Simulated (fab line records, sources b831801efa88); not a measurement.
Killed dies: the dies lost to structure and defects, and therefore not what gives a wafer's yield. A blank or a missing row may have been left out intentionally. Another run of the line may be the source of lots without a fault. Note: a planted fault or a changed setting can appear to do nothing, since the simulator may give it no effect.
Struck lot and sound lot, side by side || flow gf180mcu || 14 steps out of a route of 602
Sound: these wafers, L467.2, L467.5, L467.6. The struck wafers were L458.1, L458.2, L458.4. The cause is named last.
Per side, at each step with rows, come the tool, then ch with its chambers, and then its first start. Under that, the readings that differ: sound wafers || struck wafers || difference of the means || sigmas: that difference in standard deviations of wafers without a fault.
alike: readings whose means differ by less than 2 such deviations, and words and numbers that are the same on both sides. not compared: withheld readings, readings that some wafer has no value for, bounds like >300 that may hide the same value, and numbers for which the record gives no deviation and whose values overlap.
A row with sigmas, a row that says differs or no value, or rows on one side alone: a step with any of these is where the two part. When numbers do not overlap yet have no deviation, they are printed without sigmas and do not part them. Lack of a reading on every wafer of one side parts them only where that side has two or more wafers.

first, 4 steps without rows for these wafers: GF_VT_IMPLANT_SOFTBAKE_14 (time 60 s); GF_VT_IMPLANT_EXPOSE_15 (exposes mask Nwell LV AREA, target cd 860 nm); GF_VT_IMPLANT_PEB_16; GF_VT_IMPLANT_DEVELOP_17 (develop time 60 s).
GF_VT_IMPLANT_OVL_MEAS_18:
  sound on overlay-01, day 10 18:32; struck on overlay-02, day 8 07:05
  alike: VT_IMPLANT_01_OVL
next, for these wafers, 1 step has no rows: GF_VT_IMPLANT_IMPLANT_19.
GF_VT_IMPLANT_STRIP_20: strips in O2/N2.
  sound on plasma_asher-02 ch 0,1, day 10 18:43; struck on plasma_asher-04 ch 0,1, day 8 07:17
{"reading": "oes_product_au (a.u.)", "sound": "0.708 0.709 0.720", "struck": "0.720 0.730 0.720", "difference": "+0.011", "sigmas": "+2"}
{"reading": "strip_time_to_endpoint_s (s)", "sound": "12.66 12.63 12.67", "struck": "12.59 12.58 12.60", "difference": -0.06, "sigmas": -2}
  alike: chamber_pressure_mTorr, drypump_motor_current_A, heater_power_w
  not compared: rf_hours_counter_h
GF_VT_IMPLANT_TW_MEAS_21:
  sound on film_metro-02, day 10 18:49; struck on film_metro-02, day 8 07:23
  alike: VT_IMPLANT_2_TW
then, 4 steps without rows for these wafers: GF_VT_IMPLANT_DEHYDRATE_22 (time 60 s); GF_VT_IMPLANT_HMDS_23 (prime time 60 s); GF_VT_IMPLANT_COAT_24 (resist thk 1000 nm); GF_VT_IMPLANT_SOFTBAKE_25 (time 60 s).
GF_VT_IMPLANT_EXPOSE_26: exposes mask LVPWELL HV AREA, target cd 860 nm.
  sound on iline_stepper-02 ch 0, day 11 04:23; struck on iline_stepper-02, day 8 15:14
  no value came back on the struck wafers for exposure_dose_mJ_cm2, focus_offset_nm (nm); on the sound wafers exposure_dose_mJ_cm2 reads 139.89 140.14 139.95
{"reading": "model.VT_IMPLANT.overlay_x_nm (nm)", "sound": "-1.204 -1.204 -1.204", "struck": "-0.9364 -0.9364 -0.9364", "difference": "+0.2676", "sigmas": ""}
{"reading": "model.VT_IMPLANT.overlay_y_nm (nm)", "sound": "-0.006625 -0.006625 -0.006625", "struck": "0.0006404 0.0006404 0.0006404", "difference": "+0.0072654", "sigmas": ""}
  alike: mask
next, for these wafers, 1 step has no rows: GF_VT_IMPLANT_PEB_27.

WHERE THEY PART
Last at GF_VT_IMPLANT_EXPOSE_26 as far as this record goes, first at GF_VT_IMPLANT_STRIP_20.

WHY: whatever the simulator had introduced
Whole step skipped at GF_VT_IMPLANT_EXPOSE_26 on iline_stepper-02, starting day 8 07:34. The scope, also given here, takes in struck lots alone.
